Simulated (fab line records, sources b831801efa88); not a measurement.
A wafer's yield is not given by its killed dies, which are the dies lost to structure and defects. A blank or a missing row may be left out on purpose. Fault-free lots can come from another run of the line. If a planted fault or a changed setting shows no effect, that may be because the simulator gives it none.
What tool caused it? ; flow gf180mcu ; Sampling: 12 lots, 36 wafers, 4 of 602 route steps

== WHAT THE GAUGES SHOWED, per wafer ==
GF_MIM_THK_MEAS_11: measures by xrf. Usual: MIM_ALCU_THK gives 198.9 nm (standard deviation 2.9).
lot;measured;on;MIM_ALCU_THK (nm);flag
L187;day 24 11:05;film-metro-03;195.5 199.0 194.4;
L190;day 25 15:29;film-metro-01;194.7 199.7 196.2;
L191;day 26 04:16;film-metro-01;201.1 203.5 202.8;
L192;day 26 05:58;film-metro-01;199.3 202.2 202.8;
L194;day 27 03:26;film-metro-02;200.4 196.5 198.3;
L198;day 28 06:28;film-metro-02;197.5 194.6 194.5;
L199;day 28 11:25;film-metro-02;195.8 201.4 196.6;
L201;day 28 22:41;film-metro-01;204.6 204.9 206.1;
L204;day 29 22:14;film-metro-01;198.7 197.0 196.3;
L208;day 31 00:27;film-metro-01;198.4 196.3 199.8;
L209;day 31 07:31;film-metro-02;200.5 198.0 198.7;
L210;day 31 14:47;film-metro-01;207.3 201.2 205.6;

GF_V5_RS_MEAS_24: measures by four-point-probe. Usual: V5_W_RS gives 0.328 ohm/sq (standard deviation 0.0035).
lot;measured;on;V5_W_RS (ohm/sq);flag
L187;day 27 06:06;film-metro-01;0.323 0.330 0.328;
L190;day 28 07:17;film-metro-03;0.327 0.329 0.325;
L191;day 28 19:59;film-metro-01;0.323 0.329 0.326;
L192;day 28 21:07;film-metro-01;0.327 0.327 0.328;
L194;day 29 17:25;film-metro-04;0.322 0.330 0.324;
L198;day 30 17:08;film-metro-04;0.329 0.333 0.330;
L199;day 30 22:24;film-metro-04;0.333 0.330 0.326;
L201;day 31 07:50;film-metro-01;0.330 0.326 0.328;
L204;day 32 05:14;film-metro-01;0.328 0.326 0.332;
L208;day 33 05:45;film-metro-01;0.326 0.325 0.322;
L209;day 33 11:05;film-metro-04;0.330 0.325 0.324;
L210;day 33 18:03;film-metro-03;0.336 0.333 0.334;

== WHAT TOOL EACH LOT RAN ON (gives the tool, then ch and the chambers of the sampled wafers, and finally the start) ==
lot;GF_M5_STRIP_11;GF_V5_SPUTTER_21
L187;plasma-asher-04 ch 0,1, day 26 07:11;pvd-sputter-03, day 27 05:52
L190;plasma-asher-01 ch 0,1, day 27 09:20;pvd-sputter-01, day 28 07:01
L191;plasma-asher-04 ch 0,1, day 27 22:11;pvd-sputter-01, day 28 19:44
L192;plasma-asher-01 ch 0,1, day 27 23:10;pvd-sputter-03, day 28 20:53
L194;plasma-asher-01 ch 0,1, day 28 19:56;pvd-sputter-03, day 29 17:11
L198;plasma-asher-04 ch 0,1, day 29 20:36;pvd-sputter-01, day 30 16:52
L199;plasma-asher-03 ch 0,1, day 30 01:31;pvd-sputter-01, day 30 22:11
L201;plasma-asher-04 ch 0,1, day 30 12:48;pvd-sputter-04, day 31 07:38
L204;plasma-asher-03 ch 0,1, day 31 10:11;pvd-sputter-01, day 32 04:58
L208;plasma-asher-03 ch 1, day 32 11:26;pvd-sputter-01, day 33 05:31
L209;plasma-asher-03 ch 0,1, day 32 17:17;pvd-sputter-01, day 33 10:46
L210;plasma-asher-04 ch 0, day 33 00:33;pvd-sputter-01, day 33 17:50
- GF_M5_STRIP_11: strips in O2/N2.
- GF_V5_SPUTTER_21: material Ti, target thk 15 nm, time 80.02 s.

== AS READ BY THE TOOLS THEMSELVES (means over the sampled wafers that have a number; for cases with no such wafer, the mark the record gives instead) ==
GF_M5_STRIP_11. Usual: drypump-motor-current-A 5.71 A, standard deviation 0.26; heater-power-w 341 W, standard deviation 29; o2-flow-sccm 2998 sccm, standard deviation 9.6; oes-product-au 0.525 a.u., standard deviation 0.0045; platen-temp-c 249.94 C, standard deviation 0.16; strip-time-to-endpoint-s 7.09 s, standard deviation 0.047.
lot;tool;drypump-motor-current-A (A);heater-power-w (W);o2-flow-sccm (sccm);oes-product-au (a.u.);platen-temp-c (C);strip-time-to-endpoint-s (s);flag
L187;plasma-asher-04;5.64;310;2997;0.530;249.92;7.14;
L190;plasma-asher-01;5.70;360;3008;0.522;249.85;7.08;
L191;plasma-asher-04;5.63;310;2990;0.527;250.01;7.07;
L192;plasma-asher-01;5.87;370;3013;0.527;249.92;7.13;
L194;plasma-asher-01;5.85;368;2997;0.523;250.00;7.12;
L198;plasma-asher-04;5.63;310;2998;0.524;250.11;7.08;
L199;plasma-asher-03;5.73;331;2999;0.526;249.87;7.05;
L201;plasma-asher-04;5.63;309;2993;0.523;249.92;7.05;
L204;plasma-asher-03;5.82;340;3013;0.529;250.02;7.11;
L208;plasma-asher-03;5.90;338;2994;0.528;249.79;7.11;
L209;plasma-asher-03;5.75;327;3001;0.527;249.93;7.08;
L210;plasma-asher-04;5.75;313;2997;0.524;249.94;7.11;

GF_V5_SPUTTER_21. Usual: cathode-dc-power-W 2500.0 W, standard deviation 0.44; chamber-pressure-pa 5.000 Pa, standard deviation 0.011; substrate-temp-c 199.98 C, standard deviation 0.15; throttle-valve-pct 30.1 %, standard deviation 0.92.
lot;tool;cathode-dc-power-W (W);chamber-pressure-pa (Pa);substrate-temp-c (C);throttle-valve-pct (%);flag
L187;pvd-sputter-03;2500.3;4.994;199.81;29.8;
L190;pvd-sputter-01;2500.2;4.992;199.92;29.5;
L191;pvd-sputter-01;2500.2;4.995;200.05;29.3;
L192;pvd-sputter-03;2499.6;4.998;200.12;29.6;
L194;pvd-sputter-03;2499.7;4.994;199.92;30.0;
L198;pvd-sputter-01;-;-;-;-;OFF
L199;pvd-sputter-01;-;-;-;-;OFF
L201;pvd-sputter-04;2499.9;5.002;200.01;29.8;
L204;pvd-sputter-01;2499.8;4.999;199.92;29.4;
L208;pvd-sputter-01;2500.0;5.003;200.14;30.0;
L209;pvd-sputter-01;2499.9;4.998;199.90;29.5;
L210;pvd-sputter-01;2499.6;5.001;199.94;31.1;

== THE ANSWER, worked out from the rows above alone ==
Rule: lot off if the mean of its wafers having a number is beyond 3 standard deviations from the usual mean. A lot without any number at a reading at which 4 lots or more have one is off too. The other lots that the step has rows for count as sound. The gauges are gone through in route order, then the tools' own readings, and for those a lot's mean is taken as printed above. The first step at which some lot is off is used, and at that step the reading that is off furthest; a lot without a number counts as furthest.
Off, at GF_V5_SPUTTER_21 on cathode-dc-power-W: L198, L199. Without a number there: L198, L199.
If a tool, at that step or one of the process steps before it, ran each lot that is off and ran no sound lot following the first of them, it fits. Not one of the candidates tried fits.

== WHAT WAS PUT IN BY THE SIMULATOR ==
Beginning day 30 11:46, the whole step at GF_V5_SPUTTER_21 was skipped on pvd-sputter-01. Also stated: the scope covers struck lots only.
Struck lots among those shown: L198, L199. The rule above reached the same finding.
